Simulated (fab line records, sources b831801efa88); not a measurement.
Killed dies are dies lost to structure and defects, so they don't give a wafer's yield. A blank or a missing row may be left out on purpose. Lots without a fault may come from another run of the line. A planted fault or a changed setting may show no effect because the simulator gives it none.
Which tool did it? | flow sky130 | 11 lots, 32 wafers sampled, at 1 step of a route of 708

WHAT THE GAUGES READ, wafer by wafer
SKY_SONOS_ONO_THK_MEAS_03.
lot  | measured     | on            | SONOS_ONO_CVD_02_THK (nm)
L479 | day 11 16:31 | film_metro-04 | 10.53 10.51 10.53
L487 | day 14 02:02 | film_metro-04 | 10.31 10.51
L492 | day 16 01:22 | film_metro-04 | 10.38 10.55 10.37
L493 | day 16 05:44 | film_metro-04 | 10.51 10.38 10.34
L494 | day 16 16:48 | film_metro-04 | 10.54 10.59 10.52
L496 | day 17 12:41 | film_metro-01 | 10.43 10.40 10.40
L497 | day 17 16:19 | film_metro-01 | 10.34 10.40 10.47
L499 | day 18 01:44 | film_metro-01 | 10.64 10.48 10.58
L498 | day 18 01:45 | film_metro-03 | 10.41 10.40 10.50
L500 | day 18 07:34 | film_metro-03 | 10.44 10.46 10.37
L501 | day 18 21:32 | film_metro-03 | 10.25 10.19 10.24

WHICH TOOL RAN EACH LOT (tool, then ch and the chambers of the sampled wafers, then the start)
The record holds no process step before these readings.

THE ANSWER, worked out from the rows above alone
Rule: what is usual is taken from the lots themselves. Put in order of their means at a reading, lots are off if they are a third of the lots or fewer, leave a main group of 4 or more, and stand apart from it by a gap of 3 or more times the standard deviation of the main group's means; of several such gaps the widest counts. A main group whose means are all the same, to the digits that the tables above print for the reading, isn't used. A lot without any number at a reading at which 4 lots or more have one is off too. The other lots that the step has rows for count as sound.
No lot is off at any reading shown: from this, nothing can be told.

WHAT THE SIMULATOR HAD PUT IN
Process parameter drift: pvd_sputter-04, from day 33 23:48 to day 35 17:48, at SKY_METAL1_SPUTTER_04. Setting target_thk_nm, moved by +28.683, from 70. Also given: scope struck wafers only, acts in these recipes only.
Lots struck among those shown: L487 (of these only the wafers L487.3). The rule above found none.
